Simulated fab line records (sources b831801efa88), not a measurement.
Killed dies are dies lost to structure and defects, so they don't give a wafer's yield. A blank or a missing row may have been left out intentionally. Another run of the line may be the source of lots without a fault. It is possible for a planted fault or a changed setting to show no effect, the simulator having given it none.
Problem report in the 8D (eight disciplines) form, filled by code / flow sfq_line / the parts of the form that need people (team, actions taken, sign-off) are left out

1. WHAT IS WRONG
run_length_s at SFQ_TRILAYER_M2_BARC_OPEN_METAL_ETCH_077 reads a mean of 72.4 s on 3 wafers of 2 lots; wafers without a fault read 69.8 s with a standard deviation of 0.4. Relative to the usual mean, that is a shift of +6.4 standard deviations.
The step: etches BARC in O2, target depth 125 nm, time 41.7 s.
Seen first at day 32 07:23 on rie_metal-02, wafer L547.1. Wafers with a number at this step in the record: 42, from 14 lots. By rule, "out" or "out of limits" means more than 4 standard deviations away from the usual mean. The other wafers with a number count as sound.

2. WHAT IT IS, WHAT IT ISN'T
question=which readings at this step | is=run_length_s | is not=bias_w, drypump_motor_current_A
question=which lots | is=L547, L548 | is not=L540, L542, L543, L551, L553, L556, L557, L558, L559, L560, L561, L562
question=which wafers of those lots | is=L547.1, L547.4, L548.2 | is not=L547.3, L548.1, L548.3
question=read on which tools | is=rie_metal-02 | is not=rie_metal-01, rie_metal-03
question=when | is=from day 32 07:23 | is not=up to then (10 sound wafers); but 29 sound wafers of L548, L551, L553, L556, L557, L558, L559, L560, L561, L562 came after

3. THE SUSPECTS, EACH WITH WHAT RULES IT OUT
Counting: any tool at a process step up to the reading remains a suspect provided it ran every lot that is out. Sound lots after the first of them don't rule it out here, since some wafers of a struck lot are sound.
- rie_metal-02 at SFQ_TRILAYER_M2_BARC_OPEN_METAL_ETCH_077 (etches BARC in O2, target depth 125 nm, time 41.7 s): kept. Every lot that is out went through it, the first being L547 (day 32 07:23); the last sound lot it ran before that was L540 (day 15 23:10). Out on those wafers are its own readings of run_length_s.
- Within rie_metal-02 at SFQ_TRILAYER_M2_BARC_OPEN_METAL_ETCH_077: the wafers that are out ran in chamber 1; their sound lot-mates ran in chamber 0.
After counting, what remains is rie_metal-02 at SFQ_TRILAYER_M2_BARC_OPEN_METAL_ETCH_077.

4. THE CAUSE (what the simulator had put in)
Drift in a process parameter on rie_metal-02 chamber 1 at SFQ_TRILAYER_M2_BARC_OPEN_METAL_ETCH_077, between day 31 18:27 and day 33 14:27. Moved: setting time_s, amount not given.
After counting, this tool was the only one left.

5. THE CHAIN OF EFFECTS, in route order
Each row: a reading where the mean over the struck wafers with a number is more than 3 standard deviations away from the usual. Only readings for which the record gives a usual standard deviation are gone through. hours: the time from each lot's start at the first step in this table that gives one to its start at this step, as a median over the lots. sigmas: the change in usual standard deviations.
hours=0; step=SFQ_TRILAYER_M2_BARC_OPEN_METAL_ETCH_077; reading=oes_product_au; usual=0.685 a.u.; on struck wafers=0.668; change=-0.017; sigmas=-3.9
hours=0; step=SFQ_TRILAYER_M2_BARC_OPEN_METAL_ETCH_077; reading=run_length_s; usual=69.8 s; on struck wafers=72.4; change=+2.6; sigmas=+6.4
Process steps it contains:
- SFQ_TRILAYER_M2_BARC_OPEN_METAL_ETCH_077: etches BARC in O2, target depth 125 nm, time 41.7 s.

6. HOW IT WOULD HAVE BEEN CAUGHT EARLIER
13 hours passed between the start of the fault at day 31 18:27 and the first reading out of limits in this record, taken at day 32 07:23.
